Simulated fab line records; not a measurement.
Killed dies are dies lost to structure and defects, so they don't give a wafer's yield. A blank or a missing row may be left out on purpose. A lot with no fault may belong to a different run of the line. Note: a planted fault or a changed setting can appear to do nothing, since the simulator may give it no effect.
2 desks looking at one fault    flow gf180mcu    every desk sees just its own numbers, and what lay behind them comes last

METROLOGY DESK
What the gauges read, lot by lot, whatever tool the lot ran on: means of the sampled wafers that have a number. Any lot whose mean is over 4 standard deviations away from the usual mean is out of limits and marked OUT; that distance is given in the brackets.
Columns: A = MVSD_OVL at GF_MVSD_OVL_MEAS_07, usual -0.1 nm; B = VT_IMPLANT_3_TW at GF_VT_IMPLANT_TW_MEAS_32, usual 270.6; C = HV_LDD_01_OVL at GF_HV_LDD_OVL_MEAS_20, usual -0.9 nm; D = SALICIDE_TIN_THK at GF_SALICIDE_THK_MEAS_05, usual 20.0 nm
lot   first seen here  A     B      C     D
L968  day 4 10:40      -0.9  270.6  -1.0  19.4
L969  day 4 15:37      0.6   270.6  -2.6  20.2
L970  day 5 00:13      -0.2  271.8  -1.7  20.3
L971  day 5 04:49      0.8   271.2  -0.2  19.8
L972  day 5 09:53      -1.8  271.4  -1.8  19.7
L973  day 5 16:13      1.5   270.6  -0.9  20.3
L974  day 5 19:40      1.0   272.1  -0.9  20.2
L977  day 6 12:54      0.3   272.4  -1.9  20.1
L980  day 7 07:08      1.2   269.5  -1.8  18.5
L988  day 9 08:29      0.6   272.5  0.2   20.2
L989  day 9 18:53      -0.7  269.1  1.1   19.4
L990  day 9 19:14      -1.6  268.9  -0.3  20.2
L991  day 10 00:02     -1.0  273.0  0.2   20.3
Result from this desk: across the 13 lots, nothing is out of limits.

DESK OF THE TOOL OWNER: pvd sputter-02
At GF_SALICIDE_SPUTTER_03 (material TiN, target thk 20 nm, time 16.7 s) the tool's own readings: per lot run on this tool, the mean of the sampled wafers that have a number. Any lot whose mean is over 4 standard deviations away from the usual mean is out of limits and marked OUT; that distance is given in the brackets.
Columns: A = throttle valve pct at GF_SALICIDE_SPUTTER_03, usual 30.3 %
lot   first seen here  A
L968  day 15 02:52     29.9
L971  day 16 03:22     29.7
L972  day 16 09:14     29.9
L974  day 17 04:02     29.7
L977  day 18 08:07     29.9
L980  day 19 11:23     30.0
Result from this desk: across the 6 lots, nothing is out of limits.

BROUGHT TOGETHER
From the metrology desk's view, nothing was out of limits.
Nothing out of limits was seen by the tool owner's desk.

WHAT THE SIMULATOR HAD PUT IN
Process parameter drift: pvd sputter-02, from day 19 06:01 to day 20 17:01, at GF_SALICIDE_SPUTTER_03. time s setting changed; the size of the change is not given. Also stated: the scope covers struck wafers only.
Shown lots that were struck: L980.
